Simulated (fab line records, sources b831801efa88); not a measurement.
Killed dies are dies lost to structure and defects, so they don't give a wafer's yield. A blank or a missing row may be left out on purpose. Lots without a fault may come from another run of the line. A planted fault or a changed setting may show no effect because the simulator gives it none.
Chamber matching | flow gf180mcu | GF_STI_CMP_25 on cmp-02: 4 sister chambers
The step polishes, stops on Si3N4, t overpolish 33 s, target thk 524.6 nm. 4 wafers are shown with their chamber, then 8 later ones without.

WAFERS WITH THEIR CHAMBER
wafer  | chamber | motor_current_A (A)
L170.5 | 1       | 13.2
L185.2 | 0       | 12.4
L185.5 | 3       | 12.7
L186.1 | 2       | 11.5

WAFERS WITHOUT THEIR CHAMBER
wafer  | motor_current_A (A)
L186.4 | 12.3
L186.5 | 13.4
L187.1 | 12.4
L187.4 | 12.9
L187.6 | 13.0
L189.2 | 12.6
L189.4 | 13.2
L189.5 | 12.6

WHICH CHAMBER EACH WENT THROUGH
wafer  | from the rows above     | in truth
L186.4 | 0                       | 0
L186.5 | 1                       | 1
L187.1 | 0                       | 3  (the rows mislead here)
L187.4 | can't be placed: 3 or 1 | 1
L187.6 | can't be placed: 1 or 3 | 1
L189.2 | can't be placed: 3 or 0 | 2
L189.4 | 1                       | 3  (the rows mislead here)
L189.5 | can't be placed: 3 or 0 | 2
Placed correctly: 2 of 8. Can't be placed from these rows: 4 (the true chamber is among the candidates in 2). Placed wrongly: 2.
How it was worked out, from the rows above alone: a wafer's distance from a chamber is the root of the sum, over the readings, of the square of ((its reading less the chamber's mean) divided by the reading's scatter). The wafer belongs to the nearest chamber; if the next one is less than 2 further off, it can't be placed. A chamber's mean is the mean of its shown wafers. The scatter: with one shown wafer a chamber, the root of the mean of the squares of how far each hidden wafer lies from its nearest shown one.
